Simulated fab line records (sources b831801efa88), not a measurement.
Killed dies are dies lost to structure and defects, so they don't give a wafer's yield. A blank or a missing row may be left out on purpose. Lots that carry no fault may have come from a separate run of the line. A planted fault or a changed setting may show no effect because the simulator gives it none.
Comparing a struck lot with a sound one -- flow sky130 -- 17 out of 708 route steps
Sound: the wafers L172.1, L172.3, L172.4. Wafers L180.1, L180.3, L180.6 were the ones struck. At the end, the cause is stated.
At each step with rows: each side's tool, then ch and its chambers, then its first start. Under that, the readings that differ: sound wafers -- struck wafers -- difference of the means -- sigmas: that difference in standard deviations of wafers without a fault.
alike: readings with means less than 2 such deviations apart, plus words and numbers identical on both sides. not compared: withheld readings, readings lacking a value on some wafer, bounds such as >300 that could conceal the same value, and numbers that have no deviation in the record and whose values overlap.
The two part at a step that has a row with sigmas, a row that says differs or no value, or rows on one side only. Non-overlapping numbers with no deviation appear without sigmas and do not part them. A reading that every wafer of one side lacks parts them only if that side has two wafers or more.

first, 1 step without rows for these wafers: SKY_VT_ADJUST_PCH_IMPLANT_08.
SKY_VT_ADJUST_PCH_STRIP_09: strips in O2/N2.
  sound on plasma-asher-02 ch 0,1, day 12 12:50; struck on plasma-asher-01 ch 1, day 15 02:05
  alike: drypump-motor-current-A, oes-product-au, strip-time-to-endpoint-s
  not compared: rf-hours-counter-h
SKY_VT_ADJUST_PCH_TW_MEAS_10:
  sound on film-metro-01 at day 12 12:56; struck on film-metro-01 at day 15 02:11
  alike: VT_ADJUST_PCH_TW
then, 7 steps without rows for these wafers: SKY_SONOS_TUNNEL_DEHYDRATE_00 (time 60 s); SKY_SONOS_TUNNEL_HMDS_01 (prime time 60 s); SKY_SONOS_TUNNEL_COAT_02 (resist thk 1140 nm); SKY_SONOS_TUNNEL_SOFTBAKE_03 (time 60 s); SKY_SONOS_TUNNEL_EXPOSE_04 (exposes mask TUNM, target cd 410 nm); SKY_SONOS_TUNNEL_PEB_05; SKY_SONOS_TUNNEL_DEVELOP_06 (develop time 60 s).
SKY_SONOS_TUNNEL_CD_MEAS_07 targets a cd of 410 nm.
  sound on cd-sem-01 at day 13 14:16; struck on cd-sem-01 at day 16 04:35
  alike: cd-nm
SKY_SONOS_TUNNEL_OVL_MEAS_08:
  sound on overlay-02 at day 13 14:23; struck on overlay-01 at day 16 04:43
  alike: SONOS_TUNNEL_OVL
SKY_SONOS_TUNNEL_IMPLANT_09:
  sound on implanter-02 ch 0, day 13 14:25; struck on implanter-01 ch 0, day 16 04:48
  alike: dose-ions-cm2
then, 2 steps without rows for these wafers: SKY_SONOS_TUNNEL_WET_ETCH_10 (etches SiO2 in dHF, target depth 14 nm, time 280 s); SKY_SONOS_TUNNEL_STRIP_11 (strips in SPM, time 600 s).
SKY_SONOS_TUNNEL_TW_MEAS_12:
  sound on film-metro-01 at day 13 14:50; struck on film-metro-01 at day 16 05:33
reading,sound,struck,difference,sigmas
SONOS_TUNNEL_TW,197.9 197.2 196.2,174.3 174.4 174.6,-22.7,-16
  not compared: hold
-- record jumps: 34 days separate the struck wafers' starts on either side; left off in module SONOS_TUNNEL, taken up again in module PAD_OPEN, whose first shown step is the route's number 708 --
SKY_PAD_OPEN_PROBE_99:
  sound on prober-02 at day 48 06:32; struck on prober-02 at day 50 05:43
reading,sound,struck,difference,sigmas
model.etest.tip-sonos.rs-ohm-sq-range,47.89 31.11 30.84,113.5 109.9 107.7,+73.8,
model.etest.sonos-uncharged.r-on-ohm-um,797.5 810.3 808.8,771 772.7 775.6,-32,
model.etest.tip-sonos.rs-ohm-sq-rim-less-centre,17.4 11 -16.64,50.07 73.16 64.76,+58.74,
model.etest.sonos-programmed.off-log10-a-um,-13.92 -13.93 -14.12,-12.59 -12.78 -12.94,+1.22,
model.etest.sonos-programmed.vt-v (V),1.35 1.423 1.347,1.215 1.231 1.223,-0.150,
model.etest.sonos-uncharged.vt-v (V),-0.436 -0.4474 -0.464,-0.546 -0.5725 -0.5367,-0.103,
model.etest.sonos-baked.vt-v (V),0.88 0.9527 0.9408,0.7701 0.7835 0.7679,-0.1507,
model.etest.sonos-erased.vt-v (V),-2.146 -2.28 -2.216,-2.345 -2.306 -2.326,-0.112,
  alike: killed_at_M0_to_M3, killed_at_M4_up, killed-at-contacts, killed-at-front-end, killed-at-other, killed-dies, killed-open, killed-short

## WHERE THEY PART
Only at SKY_SONOS_TUNNEL_TW_MEAS_12, as far as this record shows. Later steps at which nothing parts them and some readings are alike: SKY_PAD_OPEN_PROBE_99.

WHY: what had been put in by the simulator
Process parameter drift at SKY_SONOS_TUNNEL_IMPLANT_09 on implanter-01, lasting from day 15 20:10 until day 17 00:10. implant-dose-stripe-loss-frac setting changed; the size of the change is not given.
